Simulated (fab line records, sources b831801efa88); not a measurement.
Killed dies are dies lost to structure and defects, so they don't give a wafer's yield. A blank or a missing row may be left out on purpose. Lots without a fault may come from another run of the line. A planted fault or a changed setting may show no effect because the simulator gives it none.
Which tool did it? | flow sky130 | 15 lots, 45 wafers sampled, at 3 steps of a route of 708

WHAT THE GAUGES READ, wafer by wafer
SKY_NWELL_OVL_MEAS_10.
lot  | measured     | on         | NWELL_00_OVL (nm)
L372 | day 4 11:07  | overlay-01 | -2.4 -1.2 -2.9
L375 | day 5 02:40  | overlay-01 | -1.6 -2.2 -2.8
L378 | day 6 02:10  | overlay-02 | -0.3 1.6 2.0
L379 | day 6 07:16  | overlay-01 | 0.1 1.0 1.0
L382 | day 6 22:46  | overlay-02 | -2.2 0.5 -1.1
L383 | day 7 05:46  | overlay-01 | -2.3 -0.2 -1.4
L384 | day 7 12:10  | overlay-02 | -0.3 -0.9 1.2
L385 | day 7 16:31  | overlay-01 | -2.2 -2.4 -0.4
L386 | day 7 20:34  | overlay-01 | -0.2 1.6 0.2
L387 | day 8 06:13  | overlay-02 | 1.6 2.2 1.8
L390 | day 8 22:31  | overlay-01 | -2.8 -0.2 -0.4
L391 | day 9 02:04  | overlay-02 | -0.8 -0.7 -1.5
L392 | day 9 12:11  | overlay-02 | 1.0 1.8 -0.7
L393 | day 9 18:07  | overlay-02 | -0.6 -0.7 -0.5
L394 | day 10 04:25 | overlay-01 | 1.1 -0.8 -0.5

SKY_LDD_LDN_TW_MEAS_13.
lot  | measured     | on            | LDD_LDN_TW
L372 | day 22 21:51 | film_metro-01 | 1469 1468 1473
L375 | day 24 19:06 | film_metro-01 | 1474 1476 1476
L378 | day 25 15:42 | film_metro-03 | 1484 1492 1493
L379 | day 25 17:12 | film_metro-03 | 1486 1488 1491
L382 | day 27 04:58 | film_metro-04 | 1462 1467 1466
L383 | day 27 10:25 | film_metro-01 | 1347 1359 1345 1352 1354 1353
L384 | day 27 09:52 | film_metro-01 | 1481 1478 1478
L385 | day 27 20:57 | film_metro-04 | 1343 1343 1342 1344 1347 1344
L386 | day 27 17:31 | film_metro-01 | 1356 1363 1357 1353 1358 1361
L387 | day 28 04:30 | film_metro-04 | 1468 1473 1478
L390 | day 29 04:03 | film_metro-03 | 1488 1491 1500
L391 | day 29 08:40 | film_metro-04 | 1466 1462 1474
L392 | day 29 18:04 | film_metro-01 | 1476 1475 1476
L393 | day 30 06:49 | film_metro-01 | 1478 1481 1484
L394 | day 31 03:39 | film_metro-03 | 1483 1478 1485

WHICH TOOL RAN EACH LOT (tool, then ch and the chambers of the sampled wafers, then the start)
lot  | SKY_LDD_LDN_IMPLANT_09
L372 | implanter-03 ch 0, day 22 21:20
L375 | implanter-03 ch 0, day 24 18:34
L378 | implanter-04 ch 0, day 25 15:10
L379 | implanter-03 ch 0, day 25 16:40
L382 | implanter-04 ch 0, day 27 04:25
L383 | implanter-03, day 27 09:52
L384 | implanter-04 ch 0, day 27 09:19
L385 | implanter-01, day 27 20:25
L386 | implanter-01, day 27 16:58
L387 | implanter-01 ch 0, day 28 03:58
L390 | implanter-01 ch 0, day 29 03:30
L391 | implanter-01 ch 0, day 29 08:06
L392 | implanter-04 ch 0, day 29 17:33
L393 | implanter-04 ch 0, day 30 06:17
L394 | implanter-01 ch 0, day 31 03:06
- SKY_LDD_LDN_IMPLANT_09

WHAT THE TOOLS THEMSELVES READ (means of the sampled wafers that have a number; where no wafer has one, the mark that the record gives instead)
SKY_LDD_LDN_IMPLANT_09.
lot  | tool         | beam_energy_keV | beam_on_s (s)
L372 | implanter-03 | 15.002          | 10.00
L375 | implanter-03 | 15.000          | 9.97
L378 | implanter-04 | 15.002          | 10.02
L379 | implanter-03 | 15.004          | 10.26
L382 | implanter-04 | 15.003          | 9.78
L383 | implanter-03 | -               | -
L384 | implanter-04 | 14.999          | 9.79
L385 | implanter-01 | -               | -
L386 | implanter-01 | -               | -
L387 | implanter-01 | 14.998          | 10.00
L390 | implanter-01 | 14.996          | 10.09
L391 | implanter-01 | 15.001          | 9.86
L392 | implanter-04 | 14.997          | 10.03
L393 | implanter-04 | 15.009          | 9.87
L394 | implanter-01 | 15.000          | 9.92

THE ANSWER, worked out from the rows above alone
Rule: what is usual is taken from the lots themselves. Put in order of their means at a reading, lots are off if they are a third of the lots or fewer, leave a main group of 4 or more, and stand apart from it by a gap of 3 or more times the standard deviation of the main group's means; of several such gaps the widest counts. A main group whose means are all the same, to the digits that the tables above print for the reading, isn't used. A lot without any number at a reading at which 4 lots or more have one is off too. The other lots that the step has rows for count as sound. The gauges are gone through in route order, then the tools' own readings, and for those a lot's mean is taken as printed above. The first step at which some lot is off is used, and at that step the reading that is off furthest; a lot without a number counts as furthest.
Off: L383, L385, L386, at SKY_LDD_LDN_TW_MEAS_13 (LDD_LDN_TW). The main group: mean 1478, standard deviation 8.6.
A tool fits if, at a process step before that reading, it ran every lot that is off, and no sound lot after the first of them. The gauges at SKY_LDD_LDN_TW_MEAS_13 aren't tried: what is off there is off at SKY_LDD_LDN_IMPLANT_09 too, on other tools, and a gauge's error can't cause that. None of those tried fits.

WHAT THE SIMULATOR HAD PUT IN
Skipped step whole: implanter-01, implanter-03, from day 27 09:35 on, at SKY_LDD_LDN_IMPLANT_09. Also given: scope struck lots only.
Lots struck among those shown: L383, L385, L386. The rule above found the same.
